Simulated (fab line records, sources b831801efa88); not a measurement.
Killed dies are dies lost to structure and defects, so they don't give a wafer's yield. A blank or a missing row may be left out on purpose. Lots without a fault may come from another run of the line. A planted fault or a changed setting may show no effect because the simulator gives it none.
fab line records | flow sky130
record lots=24 wafers=72 last_day=50
route steps=708 shown FIELD_ISO@14 PWDE@52 NWELL@68 VT_ADJUST_PCH@153 LI_CONTACT@381
lots that met no fault: from a run of the same line without faults
start_h: hours from the record's first day to the start of the lot's first wafer shown | wait_h: hours since the lot's step before | " the same as in the row above | L1.1+2: a row that stands for several wafers | - no value, or no start given | * or withheld: withheld | < > ~ a bound
route shown NAME@n: a module of which the file shows steps, and the number in the route of the first | usual: mean/standard deviation of fault-free wafers | same: alike in all rows | chamber/n: place in a boat | sites: the reading at each site | _std_site: their standard deviation | _edge_site: outer sites' mean less inner sites' | radius_mm: how far each site lies from the wafer's centre | mask NAME#n: copy n | behind: the tool/chamber that last shaped the wafer | hold: why the lot was held/for how many hours/how that ended | device: the transistor (n, p or np) that didn't switch | end of line: the same wafers' tests at the end of the route | a step without rows: its recipe alone | killed: dies lost to structure and defects at the first sort, not the wafer's yield | map: a wafer's dies, x killed, . not, _ none there
set.NAME: the setting as run; set.NAME@STEP: as run at that earlier step | model.NAME: the simulator's own value behind a step, which no gauge read
steps of the route over a sample of lots; a table a step, a row a wafer
services: from which hour (start_h, from the record's first day; less than 0 if before it) a tool's chamber was out of use, for how many hours, and why
## steps
# step SKY_FIELD_ISO_CD_MEAS_13
# recipe target_cd_nm=150
# usual cd_nm=150.3/1.3
# columns lot.wafer tool chamber start_h wait_h cd_nm
L074.3 cd_sem-02 - 29.09 - 150.0
L074.5 " - " " 151.6
L074.6 " - " " 150.5
L075.1 cd_sem-02 - 34.82 - 151.0
L075.4 " - " " 151.6
L075.6 " - " " 151.0
L076.1 cd_sem-01 - 38.62 - 150.1
L076.2 " - " " 150.2
L076.6 " - " " 149.2
L077.1 cd_sem-02 - 46.25 - 149.3
L077.4 " - " " 149.4
L077.5 " - " " 148.4
L078.1 cd_sem-02 - 49.49 - 152.7
L078.3 " - " " 151.6
L078.6 " - " " 151.8
L079.3 cd_sem-02 - 55.69 - 149.6
L079.4 " - " " 151.0
L079.5 " - " " 150.2
L080.2 cd_sem-01 - 62.22 - 147.4
L080.5 " - " " 148.6
L080.6 " - " " 148.9
L081.3 cd_sem-01 - 66.36 - 150.4
L081.5 " - " " 149.0
L081.6 " - " " 149.5
L082.2 cd_sem-02 - 70.32 - 149.4
L082.5 " - " " 151.6
L082.6 " - " " 153.2
L083.1 cd_sem-02 - 75.19 - 148.3
L083.2 " - " " 150.4
L083.4 " - " " 149.1
L084.1 cd_sem-01 - 79.75 - 153.3
L084.5 " - " " 152.5
L084.6 " - " " 151.6
L085.3 cd_sem-01 - 85.81 - 150.9
L085.5 " - " " 150.5
L085.6 " - " " 151.9
L086.1 cd_sem-02 - 90.29 - 151.4
L086.2 " - " " 149.6
L086.4 " - " " 150.0
L087.2 cd_sem-02 - 95.91 - 150.5
L087.3 " - " " 150.5
L087.5 " - " " 150.5
L088.1 cd_sem-01 - 100.49 - 150.1
L088.2 " - " " 150.5
L088.4 " - " " 149.7
L089.2 cd_sem-01 - 107.57 - 149.0
L089.5 " - " " 150.6
L089.6 " - " " 149.7
L090.2 cd_sem-01 - 113.77 - 150.1
L090.4 " - " " 150.3
L090.5 " - " " 150.5
L091.3 cd_sem-01 - 117.13 - 150.4
L091.4 " - " " 149.4
L091.5 " - " " 148.2
L092.2 cd_sem-02 - 123.27 - 150.6
L092.4 " - " " 152.5
L092.6 " - " " 153.0
L093.1 cd_sem-02 - 128.64 - 148.1
L093.2 " - " " 150.0
L093.6 " - " " 148.8
L094.1 cd_sem-02 - 133.39 - 147.5
L094.3 " - " " 149.3
L094.6 " - " " 148.3
L095.1 cd_sem-01 - 138.57 - 150.0
L095.3 " - " " 149.8
L095.5 " - " " 149.1
L096.3 cd_sem-01 - 144.19 - 149.9
L096.5 " - " " 151.0
L096.6 " - " " 150.2
L097.1 cd_sem-01 - 149.70 - 149.4
L097.2 " - " " 150.7
L097.5 " - " " 151.1
# step SKY_PWDE_OVL_MEAS_07
# usual PWDE_OVL=0.8/1.3
# columns lot.wafer tool chamber start_h wait_h PWDE_OVL[nm]
L074.3 overlay-02 - 70.31 - 1.4
L074.5 " - " " 1.3
L074.6 " - " " 1.0
L075.1 overlay-01 - 76.70 - 2.7
L075.4 " - " " 3.5
L075.6 " - " " 4.0
L076.1 overlay-01 - 82.30 - 0.9
L076.2 " - " " 1.0
L076.6 " - " " 1.3
L077.1 overlay-01 - 86.39 - -0.2
L077.4 " - " " -0.8
L077.5 " - " " 1.3
L078.1 overlay-01 - 90.15 - 0.9
L078.3 " - " " 1.3
L078.6 " - " " 0.4
L079.3 overlay-01 - 96.81 - 2.9
L079.4 " - " " 3.0
L079.5 " - " " 1.2
L080.2 overlay-01 - 104.40 - -0.4
L080.5 " - " " 1.3
L080.6 " - " " 1.1
L081.3 overlay-01 - 107.21 - -0.5
L081.5 " - " " 0.9
L081.6 " - " " -0.4
L082.2 overlay-02 - 111.25 - -0.4
L082.5 " - " " 0.4
L082.6 " - " " -0.2
L083.1 overlay-02 - 119.30 - 0.3
L083.2 " - " " 0.4
L083.4 " - " " 0.8
L084.1 overlay-02 - 123.74 - -0.3
L084.5 " - " " -0.3
L084.6 " - " " -0.7
L085.3 overlay-01 - 130.25 - 1.9
L085.5 " - " " 1.3
L085.6 " - " " 1.4
L086.1 overlay-02 - 134.09 - 2.8
L086.2 " - " " 1.9
L086.4 " - " " 1.2
L087.2 overlay-01 - 140.70 - 3.2
L087.3 " - " " 1.6
L087.5 " - " " 3.2
L088.1 overlay-02 - 146.04 - 1.4
L088.2 " - " " 2.4
L088.4 " - " " 2.2
L089.2 overlay-02 - 151.93 - 1.5
L089.5 " - " " 3.1
L089.6 " - " " 1.3
L090.2 overlay-02 - 160.04 - 0.7
L090.4 " - " " -0.7
L090.5 " - " " 1.2
L091.3 overlay-02 - 165.00 - 2.7
L091.4 " - " " 1.8
L091.5 " - " " 2.4
L092.2 overlay-01 - 172.75 - 2.2
L092.4 " - " " 2.1
L092.6 " - " " 3.4
L093.1 overlay-02 - 177.64 - -2.7
L093.2 " - " " -1.3
L093.6 " - " " -0.7
L094.1 overlay-01 - 180.19 - 0.4
L094.3 " - " " 0.3
L094.6 " - " " 0.3
L095.1 overlay-02 - 184.04 - -1.1
L095.3 " - " " -0.4
L095.5 " - " " 0.8
L096.3 overlay-01 - 193.96 - -2.0
L096.5 " - " " -0.4
L096.6 " - " " -0.3
L097.1 overlay-01 - 200.65 - 0.6
L097.2 " - " " -1.1
L097.5 " - " " -0.9
# step SKY_NWELL_TW_MEAS_15
# usual NWELL_TW=1806/16
# columns lot.wafer tool chamber start_h wait_h NWELL_TW
L074.3 film_metro-01 - 87.69 0.1 1788
L074.5 " - " " 1786
L074.6 " - " " 1791
L075.1 film_metro-04 - 94.62 0.1 1829
L075.4 " - " " 1839
L075.6 " - " " 1835
L076.1 film_metro-02 - 100.43 0.1 1806
L076.2 " - " " 1805
L076.6 " - " " 1807
L077.1 film_metro-04 - 104.76 0.1 1820
L077.4 " - " " 1829
L077.5 " - " " 1830
L078.1 film_metro-01 - 109.41 0.1 1799
L078.3 " - " " 1794
L078.6 " - " " 1790
L079.3 film_metro-04 - 115.40 0.1 1823
L079.4 " - " " 1821
L079.5 " - " " 1819
L080.2 film_metro-01 - 123.62 0.1 1795
L080.5 " - " " 1786
L080.6 " - " " 1786
L081.3 film_metro-02 - 126.50 0.1 1812
L081.5 " - " " 1817
L081.6 " - " " 1816
L082.2 film_metro-04 - 130.49 0.1 1836
L082.5 " - " " 1838
L082.6 " - " " 1823
L083.1 film_metro-04 - 138.81 0.1 1832
L083.2 " - " " 1832
L083.4 " - " " 1831
L084.1 film_metro-02 - 143.37 0.1 1816
L084.5 " - " " 1814
L084.6 " - " " 1813
L085.3 film_metro-01 - 150.50 0.1 1788
L085.5 " - " " 1779
L085.6 " - " " 1785
L086.1 film_metro-01 - 154.51 0.1 1781
L086.2 " - " " 1784
L086.4 " - " " 1785
L087.2 film_metro-04 - 162.09 0.1 1817
L087.3 " - " " 1826
L087.5 " - " " 1813
L088.1 film_metro-04 - 167.33 0.1 1809
L088.2 " - " " 1828
L088.4 " - " " 1807
L089.2 film_metro-02 - 172.99 0.1 1819
L089.5 " - " " 1803
L089.6 " - " " 1795
L090.2 film_metro-02 - 181.14 0.1 1796
L090.4 " - " " 1795
L090.5 " - " " 1795
L091.3 film_metro-02 - 186.63 0.1 1795
L091.4 " - " " 1803
L091.5 " - " " 1797
L092.2 film_metro-02 - 194.19 0.1 1801
L092.4 " - " " 1807
L092.6 " - " " 1801
L093.1 film_metro-04 - 199.57 0.1 1812
L093.2 " - " " 1816
L093.6 " - " " 1819
L094.1 film_metro-02 - 201.97 0.1 1801
L094.3 " - " " 1809
L094.6 " - " " 1800
L095.1 film_metro-01 - 206.33 0.1 1778
L095.3 " - " " 1782
L095.5 " - " " 1786
L096.3 film_metro-02 - 216.89 0.1 1798
L096.5 " - " " 1796
L096.6 " - " " 1808
L097.1 film_metro-02 - 223.28 0.1 1800
L097.2 " - " " 1797
L097.5 " - " " 1802
# step SKY_NWELL_OVL_MEAS_23
# usual NWELL_01_OVL=0.8/1.3
# columns lot.wafer tool chamber start_h wait_h NWELL_01_OVL[nm]
L074.3 overlay-02 - 105.36 - -1.4
L074.5 " - " " 1.2
L074.6 " - " " 0.9
L075.1 overlay-01 - 112.77 - 0.3
L075.4 " - " " 0.7
L075.6 " - " " -0.9
L076.1 overlay-01 - 118.25 - 1.5
L076.2 " - " " 1.8
L076.6 " - " " 1.4
L077.1 overlay-01 - 123.20 - 1.2
L077.4 " - " " 3.5
L077.5 " - " " 3.1
L078.1 overlay-02 - 127.69 - 1.3
L078.3 " - " " 1.3
L078.6 " - " " 2.0
L079.3 overlay-01 - 133.46 - 0.5
L079.4 " - " " 1.1
L079.5 " - " " 1.4
L080.2 overlay-01 - 141.70 - -0.6
L080.5 " - " " -0.9
L080.6 " - " " -0.9
L081.3 overlay-02 - 145.70 - 2.8
L081.5 " - " " 1.7
L081.6 " - " " 1.6
L082.2 overlay-02 - 150.25 - -0.3
L082.5 " - " " -1.2
L082.6 " - " " -0.4
L083.1 overlay-02 - 158.47 - 0.9
L083.2 " - " " -0.1
L083.4 " - " " 0.6
L084.1 overlay-02 - 162.54 - -0.8
L084.5 " - " " 0.5
L084.6 " - " " -1.3
L085.3 overlay-01 - 170.13 - -0.7
L085.5 " - " " -0.4
L085.6 " - " " -1.8
L086.1 overlay-01 - 174.75 - 1.8
L086.2 " - " " 3.0
L086.4 " - " " 1.7
L087.2 overlay-02 - 182.15 - 0.6
L087.3 " - " " 0.2
L087.5 " - " " -0.1
L088.1 overlay-01 - 187.95 - 1.6
L088.2 " - " " 0.0
L088.4 " - " " 0.5
L089.2 overlay-01 - 193.09 - 0.9
L089.5 " - " " 1.9
L089.6 " - " " 2.7
L090.2 overlay-02 - 202.25 - 2.0
L090.4 " - " " 2.3
L090.5 " - " " 2.7
L091.3 overlay-01 - 207.77 - 2.3
L091.4 " - " " 0.6
L091.5 " - " " 1.0
L092.2 overlay-01 - 215.94 - 1.6
L092.4 " - " " 2.3
L092.6 " - " " 1.7
L093.1 overlay-01 - 221.29 - 1.2
L093.2 " - " " -0.3
L093.6 " - " " -0.1
L094.1 overlay-02 - 223.65 - -1.2
L094.3 " - " " -2.1
L094.6 " - " " 0.8
L095.1 overlay-01 - 228.47 - 2.0
L095.3 " - " " 2.3
L095.5 " - " " 1.9
L096.3 overlay-02 - 239.35 - -0.4
L096.5 " - " " -0.2
L096.6 " - " " -1.0
L097.1 overlay-02 - 244.85 - 1.1
L097.2 " - " " 0.3
L097.5 " - " " 2.0
# step SKY_VT_ADJUST_PCH_TW_MEAS_10
# usual VT_ADJUST_PCH_TW=143.0/0.76
# columns lot.wafer tool chamber start_h wait_h VT_ADJUST_PCH_TW
L074.3 film_metro-02 - 226.50 0.1 142.0
L074.5 " - " " 142.0
L074.6 " - " " 142.0
L075.1 film_metro-03 - 236.53 0.1 143.4
L075.4 " - " " 142.7
L075.6 " - " " 143.6
L076.1 film_metro-03 - 244.87 0.1 144.6
L076.2 " - " " 143.9
L076.6 " - " " 143.2
L077.1 film_metro-02 - 248.58 0.1 142.1
L077.4 " - " " 141.9
L077.5 " - " " 142.1
L078.1 film_metro-03 - 256.96 0.1 142.6
L078.3 " - " " 144.1
L078.6 " - " " 143.3
L079.3 film_metro-04 - 264.89 0.1 143.7
L079.4 " - " " 144.0
L079.5 " - " " 144.1
L080.2 film_metro-02 - 272.98 0.1 142.5
L080.5 " - " " 142.2
L080.6 " - " " 143.1
L081.3 film_metro-02 - 278.33 0.1 142.8
L081.5 " - " " 142.2
L081.6 " - " " 142.1
L082.2 film_metro-02 - 283.03 0.1 142.3
L082.5 " - " " 142.6
L082.6 " - " " 142.4
L084.1 film_metro-03 - 297.68 0.1 143.5
L084.5 " - " " 143.6
L084.6 " - " " 143.8
L083.1 film_metro-02 - 302.08 0.1 142.6
L083.2 " - " " 141.6
L083.4 " - " " 141.9
L085.3 film_metro-02 - 303.95 0.1 142.0
L085.5 " - " " 142.4
L085.6 " - " " 142.0
L086.1 film_metro-03 - 310.27 0.1 142.9
L086.2 " - " " 144.3
L086.4 " - " " 144.2
L087.2 film_metro-02 - 321.44 0.1 141.8
L087.3 " - " " 142.5
L087.5 " - " " 142.8
L088.1 film_metro-02 - 327.62 0.1 142.3
L088.2 " - " " 142.9
L088.4 " - " " 142.7
L089.2 film_metro-03 - 335.78 0.1 142.7
L089.5 " - " " 143.0
L089.6 " - " " 143.4
L090.2 film_metro-04 - 345.78 0.1 144.2
L090.4 " - " " 143.7
L090.5 " - " " 144.0
L091.3 film_metro-03 - 353.83 0.1 144.0
L091.4 " - " " 144.0
L091.5 " - " " 143.4
L092.2 film_metro-02 - 361.73 0.1 142.6
L092.4 " - " " 142.7
L092.6 " - " " 142.3
L093.1 film_metro-03 - 369.17 0.1 144.5
L093.2 " - " " 143.7
L093.6 " - " " 143.7
L094.1 film_metro-02 - 375.86 0.1 142.4
L094.3 " - " " 142.9
L094.6 " - " " 142.7
L095.1 film_metro-04 - 380.83 0.1 143.8
L095.3 " - " " 143.5
L095.5 " - " " 144.0
L096.3 film_metro-02 - 395.94 0.1 142.4
L096.5 " - " " 142.2
L096.6 " - " " 142.7
L097.1 film_metro-03 - 399.83 0.1 143.4
L097.2 " - " " 142.9
L097.5 " - " " 142.6
# step SKY_LI_CONTACT_SPUTTER_19
# recipe material=Ti target_thk_nm=20 chamber_pressure_pa=5 power_w=2500 substrate_temp_c=200 time_s=106.37
# usual throttle_valve_pct=29.7/1.6
# columns lot.wafer tool chamber start_h wait_h throttle_valve_pct
L074.3 pvd_sputter-04 - 669.05 0.0 30.5
L074.5 " - " " 30.2
L074.6 " - " " 27.7
L075.1 pvd_sputter-04 - 677.92 0.0 29.6
L075.4 " - " " 30.2
L075.6 " - " " 27.8
L076.1 pvd_sputter-02 - 719.30 0.0 25.7
L076.2 " - " " 30.2
L076.6 " - " " 31.6
L078.1 pvd_sputter-02 - 723.77 0.0 28.9
L078.3 " - " " 25.8
L078.6 " - " " 28.9
L077.1 pvd_sputter-04 - 724.17 0.0 29.5
L077.4 " - " " 28.9
L077.5 " - " " 29.0
L080.2 pvd_sputter-01 - 732.16 0.0 32.4
L080.5 " - " " 31.2
L080.6 " - " " 32.0
L079.3 pvd_sputter-04 - 733.45 0.0 27.7
L079.4 " - " " 28.7
L079.5 " - " " 29.0
L082.2 pvd_sputter-04 - 741.61 0.0 28.8
L082.5 " - " " 29.0
L082.6 " - " " 29.6
L081.3 pvd_sputter-02 - 741.87 0.0 25.7
L081.5 " - " " 30.3
L081.6 " - " " 31.9
L084.1 pvd_sputter-01 - 749.62 0.0 31.9
L084.5 " - " " 31.9
L084.6 " - " " 31.3
L083.1 pvd_sputter-04 - 755.37 0.0 29.5
L083.2 " - " " 28.9
L083.4 " - " " 27.9
L085.3 pvd_sputter-02 - 759.25 0.0 31.7
L085.5 " - " " 31.6
L085.6 " - " " 30.3
L086.1 pvd_sputter-01 - 763.68 0.0 29.2
L086.2 " - " " 31.9
L086.4 " - " " 29.4
L087.2 pvd_sputter-02 - 775.72 0.0 30.3
L087.3 " - " " 25.9
L087.5 " - " " 28.9
L088.1 pvd_sputter-01 - 776.27 0.0 29.5
L088.2 " - " " 31.0
L088.4 " - " " 29.3
L089.2 pvd_sputter-04 - 787.38 0.0 30.3
L089.5 " - " " 29.5
L089.6 " - " " 30.5
L090.2 pvd_sputter-04 - 797.72 0.0 29.1
L090.4 " - " " 29.5
L090.5 " - " " 29.2
L091.3 pvd_sputter-01 - 801.78 0.0 31.6
L091.4 " - " " 30.9
L091.5 " - " " 30.3
L092.2 pvd_sputter-01 - 815.62 0.0 29.3
L092.4 " - " " 31.0
L092.6 " - " " 29.0
L093.1 pvd_sputter-02 - 823.72 0.0 31.7
L093.2 " - " " 30.2
L093.6 " - " " 26.0
L094.1 pvd_sputter-01 - 825.95 0.0 29.1
L094.3 " - " " 32.0
L094.6 " - " " 31.1
L095.1 pvd_sputter-02 - 831.05 0.0 28.8
L095.3 " - " " 25.8
L095.5 " - " " 31.9
L096.3 pvd_sputter-04 - 845.06 0.0 28.8
L096.5 " - " " 28.7
L096.6 " - " " 29.6
L097.1 pvd_sputter-04 - 845.72 0.0 28.0
L097.2 " - " " 29.7
L097.5 " - " " 27.8
## services
# columns tool chamber start_h hours kind
pvd_sputter-04 - 682.67 12.2 repair
pvd_sputter-02 - 684.67 4.6 repair
pvd_sputter-01 - 713.34 9.1 repair
pvd_sputter-02 - 716.49 2.7 repair
pvd_sputter-01 1 758.71 - consumable_replace:kit
pvd_sputter-01 1 758.71 18.0 scheduled_down
pvd_sputter-01 1 758.71 18.0 vent_cycle
pvd_sputter-02 - 803.75 4.4 repair
pvd_sputter-04 - 828.49 2.8 repair
pvd_sputter-01 - 842.46 0.5 repair
## key
fault none
